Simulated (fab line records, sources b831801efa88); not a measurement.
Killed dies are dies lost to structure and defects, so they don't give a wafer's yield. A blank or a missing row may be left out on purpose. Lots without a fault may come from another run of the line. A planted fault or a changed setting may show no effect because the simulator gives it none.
fab line records | flow sky130
record lots=6 wafers=18 last_day=50
route steps=708 shown VT_ADJUST_PCH@148 SONOS_TUNNEL@154 PAD_OPEN@708
lots that met no fault: from a run of the same line without faults
start_h: hours from the record's first day to the start of the lot's first wafer shown | wait_h: hours since the lot's step before | " the same as in the row above | L1.1+2: a row that stands for several wafers | - no value, or no start given | * or withheld: withheld | < > ~ a bound
route shown NAME@n: a module of which the file shows steps, and the number in the route of the first | usual: mean/standard deviation of fault-free wafers | same: alike in all rows | chamber/n: place in a boat | sites: the reading at each site | _std_site: their standard deviation | _edge_site: outer sites' mean less inner sites' | radius_mm: how far each site lies from the wafer's centre | mask NAME#n: copy n | behind: the tool/chamber that last shaped the wafer | hold: why the lot was held/for how many hours/how that ended | device: the transistor (n, p or np) that didn't switch | end of line: the same wafers' tests at the end of the route | a step without rows: its recipe alone | killed: dies lost to structure and defects at the first sort, not the wafer's yield | map: a wafer's dies, x killed, . not, _ none there
set.NAME: the setting as run; set.NAME@STEP: as run at that earlier step | model.NAME: the simulator's own value behind a step, which no gauge read
lots at some steps of the route; a table a step, a row a wafer
services: from which hour (start_h, from the record's first day; less than 0 if before it) a tool's chamber was out of use, for how many hours, and why
## steps
# step SKY_VT_ADJUST_PCH_PEB_05
# recipe temp_c=115 time_s=withheld
# step SKY_VT_ADJUST_PCH_DEVELOP_06
# recipe wall_angle_deg=90 developer=TMAH develop_time_s=60 dev_temp_c=22.23
# step SKY_VT_ADJUST_PCH_OVL_MEAS_07
# usual VT_ADJUST_PCH_OVL=-0.3/1.5
# columns lot.wafer tool chamber start_h wait_h VT_ADJUST_PCH_OVL[nm]
L824.1 overlay-01 - 273.07 - -2.7
L824.2 " - " " -1.3
L824.6 " - " " -1.4
L827.1 overlay-01 - 292.87 - 0.1
L827.2 " - " " -1.8
L827.3 " - " " 0.9
L832.1 overlay-01 - 329.87 - 0.4
L832.2 " - " " 1.0
L832.4 " - " " -0.3
L838.2 overlay-02 - 380.18 - -1.2
L838.4 " - " " -1.4
L838.6 " - " " -0.9
L839.1 overlay-01 - 382.08 - 1.6
L839.2 " - " " 0.6
L839.6 " - " " 0.2
L840.1 overlay-01 - 391.97 - 2.6
L840.5 " - " " 1.9
L840.6 " - " " 3.9
# step SKY_VT_ADJUST_PCH_IMPLANT_08
# recipe species=B energy_kev=10 dose_cm2=5e+11 tilt_deg=withheld
# step SKY_VT_ADJUST_PCH_STRIP_09
# recipe chemistry=O2/N2 power_w=1400 pressure_mtorr=1500 platen_temp_c=withheld o2_flow_sccm=3000 n2_flow_sccm=300 overash_fraction=0.5
# usual drypump_motor_current_A=5.6/0.36 oes_product_au=0.723/0.0049 strip_time_to_endpoint_s=36.92/0.079
# columns lot.wafer tool chamber start_h wait_h drypump_motor_current_A oes_product_au rf_hours_counter_h strip_time_to_endpoint_s
L824.1 plasma_asher-04 1 273.25 0.1 5.8 0.732 60 36.87
L824.2 " 0 " " 5.5 0.722 60 36.81
L824.6 " 0 " " 5.4 0.729 - 36.79
L827.1 plasma_asher-04 1 293.05 0.1 5.8 0.729 63 36.91
L827.2 " 0 " " 5.4 0.723 63 36.91
L827.3 " 0 " " 5.4 0.721 - 36.85
L832.1 plasma_asher-01 1 330.05 0.1 5.6 0.723 21 37.07
L832.2 " 0 " " 5.0 0.712 21 37.00
L832.4 " 0 " " 5.1 0.720 - 36.92
L838.2 plasma_asher-03 0 380.36 0.1 6.3 0.716 69 36.79
L838.4 " 0 " " 6.3 0.728 - 37.02
L838.6 " 0 " " 6.3 0.720 - 37.07
L839.1 plasma_asher-01 1 382.26 0.1 5.6 0.722 26 37.11
L839.2 " 0 " " 5.0 0.721 26 37.21
L839.6 " 0 " " 5.1 0.722 - 37.03
L840.1 plasma_asher-03 0 392.15 0.1 6.3 0.719 70 36.89
L840.5 " 1 " " 5.4 0.734 - 36.91
L840.6 " 0 " " 6.3 0.720 - 36.84
# step SKY_VT_ADJUST_PCH_TW_MEAS_10
# usual VT_ADJUST_PCH_TW=142.3/0.73
# columns lot.wafer tool chamber start_h wait_h VT_ADJUST_PCH_TW
L824.1 film_metro-03 - 273.35 0.1 142.7
L824.2 " - " " 142.6
L824.6 " - " " 142.9
L827.1 film_metro-04 - 293.15 0.1 142.2
L827.2 " - " " 141.8
L827.3 " - " " 141.9
L832.1 film_metro-03 - 330.15 0.1 141.7
L832.2 " - " " 142.2
L832.4 " - " " 142.7
L838.2 film_metro-04 - 380.47 0.1 141.9
L838.4 " - " " 142.1
L838.6 " - " " 142.2
L839.1 film_metro-03 - 382.36 0.1 141.5
L839.2 " - " " 142.2
L839.6 " - " " 141.9
L840.1 film_metro-03 - 392.25 0.1 141.5
L840.5 " - " " 141.7
L840.6 " - " " 141.7
# step SKY_SONOS_TUNNEL_DEHYDRATE_00
# recipe temp_c=200 time_s=60
# step SKY_SONOS_TUNNEL_HMDS_01
# recipe prime_time_s=60 prime_temp_c=120
# step SKY_SONOS_TUNNEL_COAT_02
# recipe resist=NOVOLAK spin_rpm=3000 resist_thk_nm=1140
# step SKY_SONOS_TUNNEL_SOFTBAKE_03
# recipe temp_c=90 time_s=60 resist=NOVOLAK
# step SKY_SONOS_TUNNEL_EXPOSE_04
# recipe mask_id=TUNM na=0.6 source_shape=conventional sigma_outer=0.6 polarization=unpolarized target_cd_nm=410 dose_mj=136
# step SKY_SONOS_TUNNEL_PEB_05
# recipe temp_c=withheld time_s=* resist=NOVOLAK
# step SKY_SONOS_TUNNEL_DEVELOP_06
# recipe resist=NOVOLAK developer=TMAH develop_time_s=60 dev_temp_c=23
# usual chill_plate_temp_C=23.00/0.12
# columns lot.wafer tool chamber start_h wait_h chill_plate_temp_C
L824.1 litho_track-01 0 298.07 0.1 23.04
L824.2 " 0 " " 23.17
L824.6 " 0 " " 23.14
L827.1 litho_track-01 0 317.72 0.1 23.18
L827.2 " 0 " " 22.82
L827.3 " 0 " " 22.93
L832.1 litho_track-02 0 355.83 0.1 23.06
L832.2 " 0 " " 23.09
L832.4 " 0 " " 23.09
L838.2 litho_track-01 0 409.69 0.1 22.99
L838.4 " 0 " " 23.09
L838.6 " 0 " " 23.10
L839.1 litho_track-01 0 411.97 0.1 23.25
L839.2 " 0 " " 23.11
L839.6 " 0 " " 23.14
L840.1 litho_track-03 0 421.87 0.1 23.10
L840.5 " 0 " " 23.03
L840.6 " 0 " " 23.06
# step SKY_SONOS_TUNNEL_CD_MEAS_07
# recipe target_cd_nm=410
# usual cd_nm=409.6/2.5
# columns lot.wafer tool chamber start_h wait_h cd_nm
L824.1 cd_sem-02 - 298.22 0.1 414.9
L824.2 " - " " 412.7
L824.6 " - " " 412.0
L827.1 cd_sem-01 - 317.87 0.1 406.4
L827.2 " - " " 406.2
L827.3 " - " " 406.7
L832.1 cd_sem-02 - 355.98 0.1 412.7
L832.2 " - " " 414.1
L832.4 " - " " 413.8
L838.2 cd_sem-01 - 409.84 0.1 398.8
L838.4 " - " " 400.2
L838.6 " - " " 400.9
L839.1 cd_sem-02 - 412.12 0.1 402.5
L839.2 " - " " 401.0
L839.6 " - " " 401.4
L840.1 cd_sem-01 - 422.02 0.1 409.1
L840.5 " - " " 408.3
L840.6 " - " " 408.2
# step SKY_SONOS_TUNNEL_OVL_MEAS_08
# usual SONOS_TUNNEL_OVL=0.3/1.4
# columns lot.wafer tool chamber start_h wait_h SONOS_TUNNEL_OVL[nm]
L824.1 overlay-01 - 298.34 0.1 1.6
L824.2 " - " " 1.1
L824.6 " - " " 2.5
L827.1 overlay-02 - 317.99 0.1 -0.3
L827.2 " - " " -0.4
L827.3 " - " " -0.3
L832.1 overlay-02 - 356.10 0.1 -2.7
L832.2 " - " " -2.7
L832.4 " - " " -2.4
L838.2 overlay-02 - 409.94 0.1 -2.3
L838.4 " - " " -0.4
L838.6 " - " " -0.3
L839.1 overlay-02 - 412.24 0.1 -1.8
L839.2 " - " " 1.5
L839.6 " - " " -0.6
L840.1 overlay-01 - 422.14 0.1 2.8
L840.5 " - " " 0.5
L840.6 " - " " 1.8
# step SKY_PAD_OPEN_PROBE_99
# usual killed_at_M0_to_M3=44/7 killed_at_M4_up=3.0/1.8 killed_at_contacts=24/4.9 killed_at_front_end=15/5 killed_at_other=0.2/0.53 killed_dies=87/8.7 killed_open=48/6.8 killed_short=39/5.7
# same gross_dies=492 killed_at_back_side=0
# columns lot.wafer tool chamber start_h wait_h killed_at_M0_to_M3 killed_at_M4_up killed_at_contacts killed_at_front_end killed_at_other killed_dies killed_open killed_short
L824.1 prober-01 - 1117.40 0.1 26 4 27 7 0 64 28 36
L824.2 prober-01 - 1117.45 0.1 50 1 31 5 0 87 49 38
L824.6 prober-01 - 1117.65 0.2 50 4 27 9 1 91 49 42
L827.1 prober-02 - 1130.10 0.1 46 3 29 10 0 88 55 33
L827.2 prober-02 - 1130.15 0.1 49 1 21 11 0 82 52 30
L827.3 prober-02 - 1130.20 0.2 47 1 26 14 0 88 53 35
L832.1 prober-01 - 1154.89 0.1 36 2 15 11 2 66 35 31
L832.2 prober-01 - 1154.94 0.1 34 0 27 15 0 76 51 25
L832.4 prober-01 - 1155.04 0.2 49 4 26 8 0 87 45 42
L838.2 prober-01 - 1186.06 0.1 40 2 22 11 0 75 41 34
L838.4 prober-01 - 1186.16 0.2 64 2 21 24 0 111 70 41
L838.6 prober-01 - 1186.26 0.2 40 2 24 19 0 85 34 51
L839.1 prober-02 - 1186.97 0.1 48 2 18 9 0 77 43 34
L839.2 prober-02 - 1187.02 0.1 31 4 22 20 1 78 49 29
L839.6 prober-02 - 1187.22 0.2 49 3 16 15 0 83 40 43
L840.1 prober-01 - 1194.78 0.1 53 3 31 18 0 105 63 42
L840.5 prober-01 - 1194.98 0.2 55 5 25 10 1 96 57 39
L840.6 prober-01 - 1195.03 0.2 47 4 24 17 0 92 51 41
# killed by level:class
L824.1 CONTACT:geometric_particle:short=8 CONTACT:geometric_particle:open=6 LI_CONTACT:geometric_particle:open=5 VIA1:geometric_particle:open=5 LI_CONTACT:geometric_particle:short=4 VIA2:geometric_particle:open=4 LOCAL_INTERCONNECT:geometric_particle:short=3 METAL1:geometric_particle:short=3
L824.2 CONTACT:geometric_particle:open=11 VIA1:geometric_particle:open=10 METAL2:geometric_particle:short=10 VIA2:geometric_particle:open=9 LI_CONTACT:geometric_particle:open=8 CONTACT:geometric_particle:short=5 VIA1:geometric_particle:short=5 VIA3:geometric_particle:open=5
L824.6 VIA2:geometric_particle:open=14 CONTACT:geometric_particle:open=10 LI_CONTACT:geometric_particle:short=6 METAL1:geometric_particle:short=6 VIA1:geometric_particle:open=6 VIA3:geometric_particle:open=6 CONTACT:geometric_particle:short=5 LI_CONTACT:geometric_particle:open=5
L827.1 VIA1:geometric_particle:open=13 CONTACT:geometric_particle:open=11 LI_CONTACT:geometric_particle:open=8 VIA3:geometric_particle:open=7 VIA2:geometric_particle:open=6 LOCAL_INTERCONNECT:geometric_particle:short=5 CONTACT:geometric_particle:short=4 VIA1:geometric_particle:short=4
L827.2 VIA1:geometric_particle:open=12 VIA2:geometric_particle:open=10 LI_CONTACT:geometric_particle:open=7 CONTACT:geometric_particle:open=6 CONTACT:geometric_particle:short=5 VIA1:geometric_particle:short=4 METAL2:geometric_particle:short=4 METAL2:geometric_particle:open=4
L827.3 CONTACT:geometric_particle:open=15 VIA1:geometric_particle:open=10 VIA2:geometric_particle:open=7 VIA3:geometric_particle:open=6 LI_CONTACT:geometric_particle:open=5 VIA1:geometric_particle:short=5 METAL3:geometric_particle:short=5 FIELD_ISO:geometric_particle:short=4
L832.1 VIA1:geometric_particle:open=9 VIA3:geometric_particle:open=8 LI_CONTACT:geometric_particle:open=5 METAL2:geometric_particle:short=4 CONTACT:geometric_particle:open=4 FIELD_ISO:geometric_particle:short=3 CONTACT:geometric_particle:short=3 METAL1:geometric_particle:short=3
L832.2 CONTACT:geometric_particle:open=12 LI_CONTACT:geometric_particle:open=9 METAL2:geometric_particle:short=6 VIA1:geometric_particle:open=6 VIA2:geometric_particle:open=5 FIELD_ISO:geometric_particle:open=4 POLY_GATE:geometric_particle:open=4 VIA3:geometric_particle:open=4
L832.4 VIA1:geometric_particle:open=11 LI_CONTACT:geometric_particle:open=9 VIA1:geometric_particle:short=8 VIA3:geometric_particle:open=7 METAL2:geometric_particle:short=7 CONTACT:geometric_particle:open=6 METAL1:geometric_particle:short=6 LI_CONTACT:geometric_particle:short=4
L838.2 CONTACT:geometric_particle:open=10 LOCAL_INTERCONNECT:geometric_particle:short=7 VIA1:geometric_particle:open=7 VIA3:geometric_particle:open=7 METAL1:geometric_particle:short=5 METAL2:geometric_particle:short=5 METAL3:geometric_particle:short=5 FIELD_ISO:geometric_particle:open=4
L838.4 VIA1:geometric_particle:open=21 CONTACT:geometric_particle:open=12 VIA3:geometric_particle:open=10 VIA2:geometric_particle:open=7 POLY_GATE:geometric_particle:open=7 VIA1:geometric_particle:short=6 METAL2:geometric_particle:short=6 POLY_GATE:geometric_particle:short=5
L838.6 METAL1:geometric_particle:short=9 CONTACT:geometric_particle:short=9 POLY_GATE:geometric_particle:short=8 VIA1:geometric_particle:open=8 CONTACT:geometric_particle:open=7 FIELD_ISO:geometric_particle:open=4 LOCAL_INTERCONNECT:geometric_particle:short=4 VIA1:geometric_particle:short=4
L839.1 VIA1:geometric_particle:open=13 CONTACT:geometric_particle:open=8 METAL1:geometric_particle:short=8 METAL2:geometric_particle:short=7 SPACER:geometric_particle:open=4 CONTACT:geometric_particle:short=4 VIA1:geometric_particle:short=4 METAL1:geometric_particle:open=4
L839.2 VIA1:geometric_particle:open=12 CONTACT:geometric_particle:open=11 FIELD_ISO:geometric_particle:open=9 VIA2:geometric_particle:open=4 POLY_GATE:geometric_particle:open=3 SPACER:geometric_particle:short=3 LI_CONTACT:geometric_particle:open=3 LOCAL_INTERCONNECT:geometric_particle:short=3
L839.6 VIA1:geometric_particle:open=15 METAL1:geometric_particle:short=6 CONTACT:geometric_particle:open=6 VIA1:geometric_particle:short=6 FIELD_ISO:geometric_particle:short=5 VIA2:geometric_particle:short=5 FIELD_ISO:geometric_particle:open=4 LOCAL_INTERCONNECT:geometric_particle:short=4
L840.1 CONTACT:geometric_particle:open=13 VIA1:geometric_particle:open=10 VIA3:geometric_particle:open=10 LI_CONTACT:geometric_particle:open=8 VIA2:geometric_particle:open=8 POLY_GATE:geometric_particle:short=6 VIA1:geometric_particle:short=6 LOCAL_INTERCONNECT:geometric_particle:short=5
L840.5 VIA2:geometric_particle:open=11 VIA1:geometric_particle:open=10 CONTACT:geometric_particle:open=9 METAL1:geometric_particle:short=8 LI_CONTACT:geometric_particle:open=6 VIA1:geometric_particle:short=6 CONTACT:geometric_particle:short=5 VIA3:geometric_particle:open=4
L840.6 VIA1:geometric_particle:open=10 VIA3:geometric_particle:open=8 LI_CONTACT:geometric_particle:open=7 VIA1:geometric_particle:short=7 CONTACT:geometric_particle:short=6 CONTACT:geometric_particle:open=6 VIA2:geometric_particle:open=6 POLY_GATE:geometric_particle:open=4
## services
# columns tool chamber start_h hours kind
plasma_asher-01 - 272.70 4.0 repair
plasma_asher-03 - 281.48 10.5 repair
plasma_asher-04 - 421.25 9.0 pm
plasma_asher-04 0 421.25 9.0 vent_cycle
plasma_asher-04 1 421.25 9.0 vent_cycle
## key
first_sign step=SKY_SONOS_TUNNEL_CD_MEAS_07 reading=cd_nm direction=down sigmas=3.5 usual=409.6 struck=400.8
effect none on later readings
met_at SKY_SONOS_TUNNEL_DEVELOP_06
struck_wafers L838.2,L838.4,L838.6,L839.1,L839.2,L839.6
tester_left_out L838,L839
onset_between 317.72 409.69
fault kind=process_parameter_drift tool=litho_track-01 chamber=- onset_h=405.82 steps=SKY_SONOS_TUNNEL_DEVELOP_06 channel=develop_time_s offset=* shape=step end_h=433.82 acts_in=* stated=*
# tester_left_out: of these lots the tester's yield and bins aren't shown, on N5 and GAA mostly nor the transistor test; their killed dies are dies lost to structure and defects alone, not to doping, threshold or leakage, so they don't give the yield
